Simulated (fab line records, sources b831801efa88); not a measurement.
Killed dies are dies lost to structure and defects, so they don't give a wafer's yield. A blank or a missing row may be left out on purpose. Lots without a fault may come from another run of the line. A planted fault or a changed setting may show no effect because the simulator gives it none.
A struck lot beside a sound one | flow sky130 | 26 steps out of a route of 708
Sound: wafers L879.2, L879.3, L879.4. Struck: wafers L868.3, L868.4, L868.6. The cause comes at the end.
At each step with rows: each side's tool, then ch and its chambers, then its first start. Under that, the readings that differ: sound wafers | struck wafers | difference of the means | sigmas: that difference in standard deviations of wafers without a fault.
alike: readings whose means differ by less than 2 such deviations, and words and numbers that are the same on both sides. not compared: withheld readings, readings that some wafer has no value for, bounds like >300 that may hide the same value, and numbers for which the record gives no deviation and whose values overlap.
The two part at a step that has a row with sigmas, a row that says differs or no value, or rows on one side only. Numbers that don't overlap but have no deviation are shown without sigmas and don't part them. A reading that every wafer of one side lacks parts them only if that side has two wafers or more.

first, 9 steps without rows for these wafers: SKY_LI_CONTACT_ETCH_14 (etches BARC in N2/H2, stops on SiO2, time 45.9 s, target depth 60 nm); SKY_LI_CONTACT_ETCH_15 (etches PSG in C4F8/O2/Ar, stops on Si, target depth 600 nm); SKY_LI_CONTACT_STRIP_16 (strips in O2/N2); SKY_LI_CONTACT_CLEAN_17 (cleans in NMP, time 600 s); SKY_LI_CONTACT_PRE_CLEAN_18 (time 5.6 s); SKY_LI_CONTACT_SPUTTER_19 (material Ti, target thk 20 nm, time 106.37 s); SKY_LI_CONTACT_SPUTTER_20 (material TiN, target thk 20 nm, time 80 s); SKY_LI_CONTACT_CVD_21 (deposits W, target thk 400 nm, time 120.56 s); SKY_LI_CONTACT_CMP_24 (polishes, stops on PSG, t overpolish 20 s, target thk 0 nm).
SKY_LOCAL_INTERCONNECT_SPUTTER_00: material TiN, target thk 100 nm, time 83.3 s.
  sound on pvd_sputter-02, day 37 03:40; struck on pvd_sputter-02, day 32 15:55
  reading                                                | sound            | struck            | difference | sigmas
  model.TiN_of_LOCAL_INTERCONNECT_SPUTTER_00.thk_nm (nm) | 98.3 98.71 98.51 | 102.6 101.6 102.5 | +3.7       |
  alike: chamber_pressure_pa, substrate_temp_c, susceptor_temp_C, throttle_valve_pct
SKY_LOCAL_INTERCONNECT_RS_MEAS_01: measures by four-point-probe.
  sound on film_metro-04, day 37 03:45; struck on film_metro-01, day 32 16:01
  reading                            | sound             | struck            | difference | sigmas
  LOCAL_INTERCONNECT_TIN_RS (ohm/sq) | 14.37 14.33 14.34 | 13.73 13.87 13.75 | -0.56      | -4
SKY_LOCAL_INTERCONNECT_THK_MEAS_02: measures by xrf.
  sound on film_metro-04, day 37 03:52; struck on film_metro-01, day 32 16:07
  reading                         | sound          | struck            | difference | sigmas
  LOCAL_INTERCONNECT_TIN_THK (nm) | 97.9 98.5 98.6 | 101.4 101.0 101.6 | +3.0       | +3
then, 9 steps without rows for these wafers: SKY_LOCAL_INTERCONNECT_DEHYDRATE_03 (time 60 s); SKY_LOCAL_INTERCONNECT_HMDS_04 (prime time 60 s); SKY_LOCAL_INTERCONNECT_COAT_05 (resist thk 60 nm); SKY_LOCAL_INTERCONNECT_COAT_06 (resist thk 450 nm); SKY_LOCAL_INTERCONNECT_SOFTBAKE_07 (time 90 s); SKY_LOCAL_INTERCONNECT_EXPOSE_08 (exposes mask LI1M, target cd 170 nm); SKY_LOCAL_INTERCONNECT_PEB_09; SKY_LOCAL_INTERCONNECT_DEVELOP_10 (develop time 60 s); SKY_LOCAL_INTERCONNECT_ETCH_13 (etches BARC in N2/H2, stops on SiO2, time 45.9 s, target depth 60 nm).
SKY_LOCAL_INTERCONNECT_METAL_ETCH_14: etches TiN in Cl2/BCl3, stops on PSG, target depth 110 nm, time 31.4 s.
  sound on rie_metal-02 ch 0,1, day 38 06:42; struck on rie_metal-02 ch 0, day 33 18:57
  reading                                        | sound                | struck               | difference | sigmas
  oes_product_au (a.u.)                          | 0.927 0.939 0.936    | 0.954 0.959 0.952    | +0.021     | +3
  throttle_valve_pct (%)                         | 21.917 21.906 21.921 | 21.893 21.884 21.878 | -0.030     | -3
  model.etch.depth_nm (nm)                       | 98.3 98.71 98.51     | 102.6 101.6 102.5    | +3.7       |
  model.LOCAL_INTERCONNECT.feature_depth_nm (nm) | 98.3 98.71 98.51     | 102.6 101.6 102.5    | +3.7       |
  alike: chamber_pressure_mTorr, drypump_motor_current_A
  not compared: rf_hours_counter_h
then, 1 step without rows for these wafers: SKY_LOCAL_INTERCONNECT_STRIP_15 (strips in O2/N2).
SKY_LOCAL_INTERCONNECT_STRIP_16: strips in post etch residue remover, time 1200 s.
  sound on wet_bench-04 ch 0, day 38 06:51; struck on wet_bench-04 ch 3, day 33 19:07
  reading                                                | sound             | struck            | difference | sigmas
  temp_c (C)                                             | 72.37 72.24 72.38 | 72.77 72.57 72.63 | +0.33      | +3
  model.TiN_of_LOCAL_INTERCONNECT_SPUTTER_00.thk_nm (nm) | 97.87 98.28 98.08 | 102.2 101.2 102.1 | +3.8       |
then, 1 step without rows for these wafers: SKY_LOCAL_INTERCONNECT_CLEAN_17 (cleans in IPA, time 180 s).
-- the record jumps here: 15 days lie between the struck wafers' starts before and after (it left off in module LOCAL_INTERCONNECT and takes up again in module PAD_OPEN, whose first step shown is number 708 of the route) --
SKY_PAD_OPEN_PROBE_99:
  sound on prober-02, day 51 06:10; struck on prober-02, day 48 07:47
  reading                        | sound             | struck           | difference | sigmas
  model.etest.res_li.line_ohm_um | 77.5 76.58 77.82  | 72.91 74.2 73.84 | -3.65      |
  model.etest.res_li.rs_ohm_sq   | 12.94 12.89 12.89 | 12.4 12.57 12.44 | -0.4       |
  alike: killed_at_M0_to_M3, killed_at_M4_up, killed_at_contacts, killed_at_front_end, killed_at_other, killed_dies, killed_open, killed_short

WHERE THEY PART
First at SKY_LOCAL_INTERCONNECT_RS_MEAS_01; last, within this record, at SKY_LOCAL_INTERCONNECT_STRIP_16. Later steps at which nothing parts them and some readings are alike: SKY_PAD_OPEN_PROBE_99.

WHY: what the simulator had put in
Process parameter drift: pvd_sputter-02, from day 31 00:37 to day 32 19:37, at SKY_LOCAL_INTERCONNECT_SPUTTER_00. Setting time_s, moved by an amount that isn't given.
